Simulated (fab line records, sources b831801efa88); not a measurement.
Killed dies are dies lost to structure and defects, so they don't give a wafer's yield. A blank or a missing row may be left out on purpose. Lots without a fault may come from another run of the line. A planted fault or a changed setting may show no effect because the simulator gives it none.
Chamber matching | flow sky130 | SKY_METAL3_ETCH_17 on rie_diel-02: 4 sister chambers
The step etches SiO2 in C4F8/O2/Ar, stops on TiN, time 3.9 s, target depth 15 nm. 7 wafers are shown with their chamber, then 7 later ones without.

WAFERS WITH THEIR CHAMBER
wafer  | chamber | chamber_pressure_mTorr (mTorr) | oes_product_au (a.u.)
L323.1 | 1       | 39.98                          | 0.735
L323.6 | 0       | 40.03                          | 0.757
L324.3 | 1       | 39.97                          | 0.754
L331.3 | 0       | 39.98                          | 0.753
L331.5 | 2       | 39.97                          | 0.757
L336.1 | 3       | 39.99                          | 0.749
L336.4 | 3       | 39.97                          | 0.759

WAFERS WITHOUT THEIR CHAMBER
wafer  | chamber_pressure_mTorr (mTorr) | oes_product_au (a.u.)
L336.5 | 40.02                          | 0.762
L339.1 | 40.04                          | 0.758
L339.3 | 39.95                          | 0.758
L339.5 | 40.03                          | 0.757
L340.1 | 40.01                          | 0.756
L340.3 | 40.06                          | 0.767
L340.6 | 40.03                          | 0.767

WHICH CHAMBER EACH WENT THROUGH
wafer  | from the rows above               | in truth
L336.5 | can't be placed: 0 or 3 or 2 or 1 | 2
L339.1 | can't be placed: 0 or 3 or 2 or 1 | 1
L339.3 | can't be placed: 2 or 3 or 1 or 0 | 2
L339.5 | can't be placed: 0 or 3 or 2 or 1 | 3
L340.1 | can't be placed: 0 or 3 or 2 or 1 | 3
L340.3 | can't be placed: 0 or 3 or 2 or 1 | 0
L340.6 | can't be placed: 0 or 3 or 2 or 1 | 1
Placed correctly: 0 of 7. Can't be placed from these rows: 7 (the true chamber is among the candidates in 7). Placed wrongly: 0.
How it was worked out, from the rows above alone: a wafer's distance from a chamber is the root of the sum, over the readings, of the square of ((its reading less the chamber's mean) divided by the reading's scatter). The wafer belongs to the nearest chamber; if the next one is less than 2 further off, it can't be placed. A chamber's mean is the mean of its shown wafers. The scatter: the root of (the sum of the squares of (reading less its chamber's mean) over the shown wafers, divided by (wafers less chambers)).
